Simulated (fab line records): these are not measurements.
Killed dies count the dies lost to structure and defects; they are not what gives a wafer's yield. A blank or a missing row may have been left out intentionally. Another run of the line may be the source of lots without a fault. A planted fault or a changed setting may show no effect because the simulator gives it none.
fab line records	flow sky130
record: lots: 14	wafers: 42	last_day: 50
route steps=708 shown LDD_HVN@277 LDD_HVP@288 LDD_LDN@299 POLY_CUT@315 PAD_OPEN@708
lots that met no fault: from a run of the same line without faults
start_h: the number of hours between the record's first day and the start of the first shown wafer of the lot	wait_h: hours from the lot's prior step to this one	" same as the row above	L1.1+2: a row that stands for several wafers	- either no value or no given start	* or withheld: withheld	< > ~ a bound
route shown NAME@n: NAME is a module with steps in the file, n the number in the route of the first one	usual: mean/standard deviation taken from wafers without a fault	same: alike in all rows	chamber/n: place in a boat	sites: each site's reading	_std_site: standard deviation of those values	_edge_site: inner sites' mean taken away from outer sites' mean	radius_mm: for every site, how far away it sits from the centre of the wafer	mask NAME#n: copy n	behind: tool/chamber where the wafer was last shaped	hold: cause of the lot's hold/its duration in hours/its outcome	device: which transistor (n, p or np) failed to switch	end of line: at the end of the route, the tests of the same wafers	step lacking rows: just its recipe	killed: not the wafer's yield, but the dies lost to structure and defects at the first sort	map: the dies of a wafer, with x for killed, . for not killed, _ for no die there
set.NAME: setting as actually run; set.NAME@STEP: the setting as run at that earlier step	model.NAME: the simulator's own value behind a step, which no gauge read
route steps across a sampled set of lots; one table per step, one row per wafer
services: from which hour (start_h, from the record's first day; less than 0 if before it) a tool's chamber was out of use, for how many hours, and why
== steps ==
step: SKY_LDD_HVN_TW_MEAS_10
usual: LDD_HVN_TW: 1446/16
lot.wafer	tool	chamber	start_h	wait_h	LDD_HVN_TW
L932.1	film_metro-04	-	465.00	0.1	1476
L932.3	"	-	"	"	1468
L932.4	"	-	"	"	1466
L933.4	film_metro-02	-	465.28	0.1	1440
L933.5	"	-	"	"	1442
L933.6	"	-	"	"	1430
L935.1	film_metro-03	-	481.95	0.1	1448
L935.3	"	-	"	"	1444
L935.4	"	-	"	"	1445
L937.3	film_metro-02	-	510.82	0.1	1429
L937.4	"	-	"	"	1429
L937.6	"	-	"	"	1429
L939.3	film_metro-03	-	532.52	0.1	1447
L939.4	"	-	"	"	1436
L939.6	"	-	"	"	1439
L944.3	film_metro-02	-	566.50	0.1	1433
L944.4	"	-	"	"	1438
L944.6	"	-	"	"	1440
L946.2	film_metro-04	-	592.34	0.1	1474
L946.4	"	-	"	"	1471
L946.6	"	-	"	"	1475
L947.2	film_metro-02	-	595.31	0.1	1426
L947.3	"	-	"	"	1424
L947.5	"	-	"	"	1427
L948.3	film_metro-03	-	606.32	0.1	1453
L948.5	"	-	"	"	1444
L948.6	"	-	"	"	1435
L949.1	film_metro-03	-	613.23	0.1	1440
L949.3	"	-	"	"	1440
L949.6	"	-	"	"	1454
L950.1	film_metro-03	-	621.80	0.1	1447
L950.3	"	-	"	"	1434
L950.5	"	-	"	"	1437
L951.2	film_metro-04	-	626.36	0.1	1467
L951.4	"	-	"	"	1471
L951.6	"	-	"	"	1475
L953.2	film_metro-02	-	645.69	0.1	1420
L953.5	"	-	"	"	1425
L953.6	"	-	"	"	1420
L954.1	film_metro-02	-	675.85	0.1	1434
L954.3	"	-	"	"	1433
L954.4	"	-	"	"	1432
step: SKY_LDD_HVP_TW_MEAS_10
usual: LDD_HVP_TW: 463/4.1
lot.wafer	tool	chamber	start_h	wait_h	LDD_HVP_TW
L932.1	film_metro-01	-	495.70	0.1	464
L932.3	"	-	"	"	463
L932.4	"	-	"	"	461
L933.4	film_metro-03	-	495.74	0.1	457
L933.5	"	-	"	"	459
L933.6	"	-	"	"	454
L935.1	film_metro-04	-	512.55	0.1	467
L935.3	"	-	"	"	467
L935.4	"	-	"	"	468
L937.3	film_metro-01	-	539.87	0.1	462
L937.4	"	-	"	"	460
L937.6	"	-	"	"	461
L939.3	film_metro-01	-	561.52	0.1	459
L939.4	"	-	"	"	461
L939.6	"	-	"	"	459
L944.3	film_metro-04	-	596.72	0.1	467
L944.4	"	-	"	"	467
L944.6	"	-	"	"	467
L946.2	film_metro-01	-	621.67	0.1	461
L946.4	"	-	"	"	463
L946.6	"	-	"	"	460
L947.2	film_metro-04	-	624.86	0.1	466
L947.3	"	-	"	"	470
L947.5	"	-	"	"	466
L948.3	film_metro-01	-	634.92	0.1	463
L948.5	"	-	"	"	463
L948.6	"	-	"	"	461
L949.1	film_metro-04	-	642.95	0.1	467
L949.3	"	-	"	"	467
L949.6	"	-	"	"	466
L950.1	film_metro-04	-	650.50	0.1	462
L950.3	"	-	"	"	465
L950.5	"	-	"	"	466
L951.2	film_metro-01	-	654.61	0.1	462
L951.4	"	-	"	"	463
L951.6	"	-	"	"	459
L953.2	film_metro-04	-	674.56	0.1	467
L953.5	"	-	"	"	469
L953.6	"	-	"	"	471
L954.1	film_metro-01	-	705.10	0.1	455
L954.3	"	-	"	"	455
L954.4	"	-	"	"	455
step: SKY_LDD_LDN_IMPLANT_10
recipe: species: As	energy_kev: 15	dose_cm2: 1.25e+13	tilt_deg: withheld	rotation_deg: 203
usual: beam_energy_keV: 14.999/0.0043
lot.wafer	tool	chamber	start_h	wait_h	beam_energy_keV
L932.1	implanter-04	0	525.55	0.1	15.002
L932.3	"	0	"	"	15.002
L932.4	"	0	"	"	14.991
L933.4	implanter-04	0	526.37	0.1	14.999
L933.5	"	0	"	"	15.002
L933.6	"	0	"	"	14.997
L935.1	implanter-04	0	541.91	0.1	14.785
L935.3	"	0	"	"	14.794
L935.4	"	0	"	"	14.790
L937.3	implanter-04	0	568.83	0.1	14.796
L937.4	"	0	"	"	14.791
L937.6	"	0	"	"	14.789
L939.3	implanter-02	0	591.23	0.1	15.006
L939.4	"	0	"	"	15.006
L939.6	"	0	"	"	14.997
L944.3	implanter-03	0	625.90	0.1	14.997
L944.4	"	0	"	"	15.004
L944.6	"	0	"	"	14.996
L946.2	implanter-02	0	650.35	0.1	14.999
L946.4	"	0	"	"	15.000
L946.6	"	0	"	"	15.001
L947.2	implanter-04	0	663.82	0.1	15.000
L947.3	"	0	"	"	14.994
L947.5	"	0	"	"	14.994
L948.3	implanter-03	0	663.98	0.1	14.996
L948.5	"	0	"	"	15.005
L948.6	"	0	"	"	15.003
L949.1	implanter-03	0	671.15	0.1	14.995
L949.3	"	0	"	"	15.002
L949.6	"	0	"	"	14.996
L950.1	implanter-02	0	678.95	0.1	15.004
L950.3	"	0	"	"	14.994
L950.5	"	0	"	"	15.003
L951.2	implanter-03	0	683.30	0.1	14.998
L951.4	"	0	"	"	14.995
L951.6	"	0	"	"	15.000
L953.2	implanter-02	0	704.08	0.1	15.008
L953.5	"	0	"	"	15.004
L953.6	"	0	"	"	14.997
L954.1	implanter-03	0	733.46	0.1	14.997
L954.3	"	0	"	"	14.993
L954.4	"	0	"	"	14.996
step: SKY_POLY_CUT_CD_MEAS_08
recipe: target_cd_nm: 270
usual: cd_nm: 270.5/1.8
lot.wafer	tool	chamber	start_h	wait_h	cd_nm
L932.1	cd_sem-02	-	556.22	-	269.8
L932.3	"	-	"	"	270.1
L932.4	"	-	"	"	269.4
L933.4	cd_sem-02	-	558.05	-	268.6
L933.5	"	-	"	"	269.5
L933.6	"	-	"	"	267.2
L935.1	cd_sem-02	-	587.22	-	268.1
L935.3	"	-	"	"	269.5
L935.4	"	-	"	"	268.9
L937.3	cd_sem-01	-	599.96	-	268.0
L937.4	"	-	"	"	267.4
L937.6	"	-	"	"	267.5
L939.3	cd_sem-02	-	622.66	-	269.9
L939.4	"	-	"	"	270.1
L939.6	"	-	"	"	270.3
L944.3	cd_sem-02	-	656.46	-	270.4
L944.4	"	-	"	"	270.6
L944.6	"	-	"	"	271.7
L946.2	cd_sem-01	-	682.36	-	272.3
L946.4	"	-	"	"	271.1
L946.6	"	-	"	"	271.9
L947.2	cd_sem-02	-	696.16	-	268.6
L947.3	"	-	"	"	268.5
L947.5	"	-	"	"	268.8
L948.3	cd_sem-02	-	696.41	-	272.8
L948.5	"	-	"	"	270.1
L948.6	"	-	"	"	271.1
L949.1	cd_sem-02	-	704.16	-	270.2
L949.3	"	-	"	"	272.2
L949.6	"	-	"	"	271.4
L950.1	cd_sem-01	-	709.89	-	271.0
L950.3	"	-	"	"	270.5
L950.5	"	-	"	"	270.3
L951.2	cd_sem-02	-	714.24	-	269.7
L951.4	"	-	"	"	270.1
L951.6	"	-	"	"	272.0
L953.2	cd_sem-02	-	733.79	-	270.1
L953.5	"	-	"	"	270.9
L953.6	"	-	"	"	270.8
L954.1	cd_sem-02	-	762.52	-	270.9
L954.3	"	-	"	"	271.8
L954.4	"	-	"	"	273.2
step: SKY_PAD_OPEN_PROBE_99
usual: killed_at_M0_to_M3: 44/7.5	killed_at_M4_up: 3.1/1.7	killed_at_contacts: 24/6.2	killed_at_front_end: 15/4.2	killed_at_other: 0.4/0.58	killed_dies: 85/10	killed_open: 47/7.7	killed_short: 38/6.4
same: gross_dies: 492	killed_at_back_side: 0
lot.wafer	tool	chamber	start_h	wait_h	killed_at_M0_to_M3	killed_at_M4_up	killed_at_contacts	killed_at_front_end	killed_at_other	killed_dies	killed_open	killed_short
L933.4	prober-02	-	1073.61	0.2	52	5	20	6	0	83	59	24
L933.5	prober-02	-	1073.66	0.2	37	3	16	15	0	71	42	29
L933.6	prober-02	-	1073.71	0.2	47	2	33	12	0	94	60	34
L939.3	prober-01	-	1123.58	0.2	41	2	17	16	0	76	37	37
L939.4	prober-01	-	1123.63	0.2	46	4	18	23	0	91	51	39
L939.6	prober-01	-	1123.73	0.2	42	4	20	25	1	92	50	42
L944.3	prober-01	-	1142.62	0.2	27	6	30	14	1	78	42	36
L944.4	prober-01	-	1142.67	0.2	27	6	18	11	0	62	37	25
L944.6	prober-01	-	1142.77	0.2	41	4	16	19	1	81	41	39
L946.2	prober-01	-	1162.14	0.1	38	2	18	10	0	68	38	30
L946.4	prober-01	-	1162.24	0.2	37	4	23	11	1	76	45	31
L946.6	prober-01	-	1162.34	0.2	40	5	28	11	0	84	46	36
L947.2	prober-02	-	1166.23	0.1	54	5	30	15	1	105	57	46
L947.3	prober-02	-	1166.28	0.2	37	2	19	17	0	75	35	40
L947.5	prober-02	-	1166.38	0.2	57	3	45	14	0	119	66	52
L948.3	prober-01	-	1167.69	0.2	52	1	25	12	0	90	46	44
L948.5	prober-01	-	1167.79	0.2	35	4	25	7	0	71	40	30
L948.6	prober-01	-	1167.84	0.2	52	4	20	1	0	77	42	35
L949.1	prober-02	-	1171.70	0.1	40	2	26	13	0	81	43	38
L949.3	prober-02	-	1171.80	0.2	50	2	27	17	0	96	47	49
L949.6	prober-02	-	1171.95	0.2	42	2	22	16	1	83	39	44
L950.1	prober-01	-	1175.80	0.1	58	1	30	20	0	109	58	50
L950.3	prober-01	-	1175.90	0.2	37	5	20	12	0	74	33	41
L950.5	prober-01	-	1176.00	0.2	41	4	21	14	1	81	42	38
L951.2	prober-02	-	1178.13	0.1	40	4	22	17	0	83	44	37
L951.4	prober-02	-	1178.23	0.2	46	2	21	15	0	84	45	39
L951.6	prober-02	-	1178.33	0.2	41	1	24	16	0	82	43	38
L953.2	prober-02	-	1187.38	0.1	48	3	21	9	0	81	41	40
L953.5	prober-02	-	1187.53	0.2	42	3	20	13	1	79	46	33
L953.6	prober-02	-	1187.58	0.2	55	4	20	17	1	97	49	48
L954.1	prober-01	-	1205.53	0.1	45	3	18	13	0	79	37	41
L954.3	prober-01	-	1205.63	0.2	43	4	19	22	0	88	46	40
L954.4	prober-01	-	1205.68	0.2	50	4	29	14	0	97	54	43
killed by level:class
L933.4 VIA2:geometric_particle:open=13 VIA1:geometric_particle:open=11 VIA3:geometric_particle:open=10 LI_CONTACT:geometric_particle:open=7 CONTACT:geometric_particle:open=7 METAL1:geometric_particle:short=4 CONTACT:geometric_particle:short=3 METAL1:geometric_particle:open=3
L933.5 VIA1:geometric_particle:open=14 VIA3:geometric_particle:open=9 CONTACT:geometric_particle:open=6 FIELD_ISO:geometric_particle:short=5 LI_CONTACT:geometric_particle:open=4 POLY_GATE:geometric_particle:short=4 VIA2:geometric_particle:open=4 METAL1:geometric_particle:short=3
L933.6 VIA1:geometric_particle:open=12 CONTACT:geometric_particle:open=11 LI_CONTACT:geometric_particle:open=9 VIA3:geometric_particle:open=8 FIELD_ISO:geometric_particle:open=7 VIA2:geometric_particle:open=6 LOCAL_INTERCONNECT:geometric_particle:short=5 METAL2:geometric_particle:short=5
L939.3 METAL2:geometric_particle:short=9 VIA1:geometric_particle:open=8 POLY_GATE:geometric_particle:open=5 METAL1:geometric_particle:short=5 VIA2:geometric_particle:open=5 VIA3:geometric_particle:open=5 LOCAL_INTERCONNECT:geometric_particle:short=4 LI_CONTACT:geometric_particle:open=4
L939.4 VIA1:geometric_particle:open=13 VIA3:geometric_particle:open=7 LI_CONTACT:geometric_particle:open=6 VIA2:geometric_particle:open=6 POLY_GATE:geometric_particle:short=5 POLY_GATE:geometric_particle:open=5 CONTACT:geometric_particle:open=5 METAL1:geometric_particle:short=5
L939.6 VIA3:geometric_particle:open=10 VIA2:geometric_particle:open=9 FIELD_ISO:geometric_particle:open=6 POLY_GATE:geometric_particle:open=5 METAL1:geometric_particle:short=5 LI_CONTACT:geometric_particle:open=5 CONTACT:geometric_particle:short=5 POLY_GATE:geometric_particle:short=4
L944.3 CONTACT:geometric_particle:open=10 CONTACT:geometric_particle:short=9 LI_CONTACT:geometric_particle:open=7 VIA2:geometric_particle:open=6 METAL4:geometric_particle:short=6 FIELD_ISO:geometric_particle:short=4 FIELD_ISO:geometric_particle:open=4 VIA1:geometric_particle:short=4
L944.4 VIA1:geometric_particle:open=8 CONTACT:geometric_particle:open=6 VIA1:geometric_particle:short=6 LI_CONTACT:geometric_particle:open=5 VIA2:geometric_particle:open=5 METAL4:geometric_particle:short=5 POLY_GATE:geometric_particle:short=4 CONTACT:geometric_particle:short=4
L944.6 METAL1:geometric_particle:short=8 VIA1:geometric_particle:open=8 FIELD_ISO:geometric_particle:short=7 CONTACT:geometric_particle:open=6 VIA2:geometric_particle:open=6 LI_CONTACT:geometric_particle:open=5 METAL2:geometric_particle:short=5 FIELD_ISO:geometric_particle:open=4
L946.2 VIA1:geometric_particle:open=10 VIA2:geometric_particle:open=9 CONTACT:geometric_particle:open=6 FIELD_ISO:geometric_particle:short=5 LI_CONTACT:geometric_particle:open=5 METAL2:geometric_particle:short=5 LOCAL_INTERCONNECT:geometric_particle:short=5 METAL3:geometric_particle:short=4
L946.4 CONTACT:geometric_particle:open=11 VIA1:geometric_particle:open=8 VIA3:geometric_particle:open=6 FIELD_ISO:geometric_particle:short=4 LI_CONTACT:geometric_particle:open=4 METAL1:geometric_particle:short=4 VIA2:geometric_particle:open=4 FIELD_ISO:geometric_particle:open=3
L946.6 CONTACT:geometric_particle:open=9 LI_CONTACT:geometric_particle:open=9 VIA1:geometric_particle:open=8 VIA2:geometric_particle:open=7 METAL2:geometric_particle:short=7 LOCAL_INTERCONNECT:geometric_particle:short=6 METAL3:geometric_particle:short=4 VIA3:geometric_particle:open=4
L947.2 CONTACT:geometric_particle:open=15 VIA1:geometric_particle:open=11 METAL2:geometric_particle:short=10 VIA3:geometric_particle:open=10 LI_CONTACT:geometric_particle:open=7 METAL1:geometric_particle:short=7 FIELD_ISO:geometric_particle:short=4 POLY_GATE:geometric_particle:open=4
L947.3 METAL2:geometric_particle:short=8 CONTACT:geometric_particle:open=7 VIA1:geometric_particle:open=6 LI_CONTACT:geometric_particle:open=5 VIA3:geometric_particle:open=5 FIELD_ISO:geometric_particle:short=4 POLY_GATE:geometric_particle:short=4 CONTACT:geometric_particle:short=4
L947.5 VIA1:geometric_particle:open=17 LI_CONTACT:geometric_particle:open=16 CONTACT:geometric_particle:short=9 LOCAL_INTERCONNECT:geometric_particle:short=9 VIA3:geometric_particle:short=8 VIA2:geometric_particle:open=7 CONTACT:geometric_particle:open=6 VIA3:geometric_particle:open=6
L948.3 VIA1:geometric_particle:open=10 METAL2:geometric_particle:short=10 CONTACT:geometric_particle:open=9 METAL3:geometric_particle:short=7 LI_CONTACT:geometric_particle:open=5 VIA2:geometric_particle:open=5 FIELD_ISO:geometric_particle:open=4 FIELD_ISO:geometric_particle:short=4
L948.5 CONTACT:geometric_particle:open=8 METAL2:geometric_particle:short=7 CONTACT:geometric_particle:short=6 LOCAL_INTERCONNECT:geometric_particle:open=5 VIA1:geometric_particle:open=5 LI_CONTACT:geometric_particle:open=4 METAL1:geometric_particle:short=4 METAL3:geometric_particle:short=4
L948.6 VIA1:geometric_particle:open=11 VIA2:geometric_particle:open=11 CONTACT:geometric_particle:open=7 METAL1:geometric_particle:short=6 METAL2:geometric_particle:short=6 LI_CONTACT:geometric_particle:open=4 VIA1:geometric_particle:short=4 LI_CONTACT:geometric_particle:short=3
L949.1 VIA1:geometric_particle:open=12 CONTACT:geometric_particle:open=11 CONTACT:geometric_particle:short=6 VIA3:geometric_particle:open=6 LI_CONTACT:geometric_particle:open=5 METAL1:geometric_particle:short=5 METAL2:geometric_particle:short=5 SPACER:geometric_particle:short=4
L949.3 METAL1:geometric_particle:short=12 CONTACT:geometric_particle:short=8 VIA1:geometric_particle:open=8 VIA2:geometric_particle:open=8 LI_CONTACT:geometric_particle:open=7 CONTACT:geometric_particle:open=7 VIA1:geometric_particle:short=6 FIELD_ISO:geometric_particle:open=4
L949.6 VIA1:geometric_particle:open=8 METAL1:geometric_particle:short=7 METAL2:geometric_particle:short=7 VIA3:geometric_particle:open=7 CONTACT:geometric_particle:open=6 LI_CONTACT:geometric_particle:open=5 CONTACT:geometric_particle:short=5 POLY_GATE:geometric_particle:open=4
L950.1 VIA1:geometric_particle:open=11 LI_CONTACT:geometric_particle:open=10 CONTACT:geometric_particle:open=10 METAL2:geometric_particle:short=10 METAL1:geometric_particle:short=8 VIA2:geometric_particle:open=8 VIA1:geometric_particle:short=6 FIELD_ISO:geometric_particle:short=5
L950.3 VIA1:geometric_particle:open=9 CONTACT:geometric_particle:open=5 CONTACT:geometric_particle:short=5 METAL1:geometric_particle:short=5 METAL2:geometric_particle:short=5 METAL4:geometric_particle:short=5 LI_CONTACT:geometric_particle:open=4 VIA3:geometric_particle:open=4
L950.5 VIA1:geometric_particle:open=11 LI_CONTACT:geometric_particle:open=7 CONTACT:geometric_particle:open=7 VIA2:geometric_particle:open=6 VIA2:geometric_particle:short=6 FIELD_ISO:geometric_particle:open=5 CONTACT:geometric_particle:short=5 VIA1:geometric_particle:short=5
L951.2 VIA1:geometric_particle:open=10 LI_CONTACT:geometric_particle:open=9 FIELD_ISO:geometric_particle:short=7 VIA2:geometric_particle:open=7 CONTACT:geometric_particle:open=5 CONTACT:geometric_particle:short=5 METAL1:geometric_particle:short=5 METAL2:geometric_particle:short=5
L951.4 VIA1:geometric_particle:open=9 LI_CONTACT:geometric_particle:open=8 METAL2:geometric_particle:short=8 VIA2:geometric_particle:open=8 VIA3:geometric_particle:short=6 POLY_GATE:geometric_particle:open=5 CONTACT:geometric_particle:open=5 VIA3:geometric_particle:open=5
L951.6 LI_CONTACT:geometric_particle:open=11 METAL2:geometric_particle:short=7 VIA2:geometric_particle:open=7 FIELD_ISO:geometric_particle:short=6 VIA1:geometric_particle:open=6 FIELD_ISO:geometric_particle:open=4 CONTACT:geometric_particle:open=4 VIA1:geometric_particle:short=4
L953.2 CONTACT:geometric_particle:open=8 VIA3:geometric_particle:open=8 VIA1:geometric_particle:open=7 METAL1:geometric_particle:short=7 METAL2:geometric_particle:short=7 VIA2:geometric_particle:open=5 LI_CONTACT:geometric_particle:open=4 LOCAL_INTERCONNECT:geometric_particle:short=4
L953.5 VIA3:geometric_particle:open=9 CONTACT:geometric_particle:open=8 VIA1:geometric_particle:open=8 LI_CONTACT:geometric_particle:open=6 METAL1:geometric_particle:short=6 POLY_GATE:geometric_particle:short=4 METAL2:geometric_particle:short=4 FIELD_ISO:geometric_particle:open=3
L953.6 VIA1:geometric_particle:open=8 VIA1:geometric_particle:short=8 METAL1:geometric_particle:short=7 VIA2:geometric_particle:open=7 VIA3:geometric_particle:open=7 CONTACT:geometric_particle:open=6 FIELD_ISO:geometric_particle:open=5 POLY_GATE:geometric_particle:short=5
L954.1 VIA1:geometric_particle:open=14 VIA1:geometric_particle:short=9 CONTACT:geometric_particle:open=7 METAL2:geometric_particle:short=5 FIELD_ISO:geometric_particle:short=4 CONTACT:geometric_particle:short=4 METAL1:geometric_particle:short=4 VIA3:geometric_particle:open=4
L954.3 CONTACT:geometric_particle:open=9 VIA1:geometric_particle:open=9 METAL2:geometric_particle:short=7 FIELD_ISO:geometric_particle:short=6 METAL1:geometric_particle:short=6 POLY_GATE:geometric_particle:open=5 VIA3:geometric_particle:open=5 VIA1:geometric_particle:short=5
L954.4 VIA1:geometric_particle:open=21 CONTACT:geometric_particle:open=12 CONTACT:geometric_particle:short=6 METAL2:geometric_particle:short=6 FIELD_ISO:geometric_particle:short=4 FIELD_ISO:geometric_particle:open=4 POLY_GATE:geometric_particle:short=4 LI_CONTACT:geometric_particle:open=4
== services ==
tool	chamber	start_h	hours	kind
implanter-02	-	524.38	2.0	repair
implanter-03	-	533.28	3.9	pm
implanter-04	-	542.21	4.0	pm
implanter-03	-	562.64	1.5	repair
implanter-04	-	588.87	3.3	pm
implanter-04	-	649.76	1.8	repair
implanter-04	-	665.90	18.5	repair
implanter-04	-	677.06	0.6	repair
implanter-02	-	683.11	2.5	repair
implanter-04	-	696.79	1.3	repair
implanter-02	-	718.11	2.1	repair
implanter-04	-	726.03	2.9	repair
implanter-02	-	732.26	1.1	repair
== key ==
first_sign: step: SKY_LDD_LDN_IMPLANT_10	reading: beam_energy_keV	direction: down	sigmas: 49	usual: *	struck: *
effect none on later readings
met_at SKY_LDD_LDN_IMPLANT_10
struck_lots L935,L937
tester_left_out L935,L937
not_acting_at SKY_LDD_HVN_TW_MEAS_10,SKY_LDD_HVP_TW_MEAS_10,SKY_POLY_CUT_CD_MEAS_08
onset_between 526.37 541.91
fault: kind: process_parameter_drift	tool: implanter-04	chamber: -	onset_h: 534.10	steps: SKY_LDD_LDN_IMPLANT_10	channel: energy_kev	offset: *	shape: step	end_h: 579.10	acts_in: *	stated: *
tester_left_out: of these lots the tester's yield and bins aren't shown, on N5 and GAA mostly nor the transistor test; their killed dies are dies lost to structure and defects alone, not to doping, threshold or leakage, so they don't give the yield
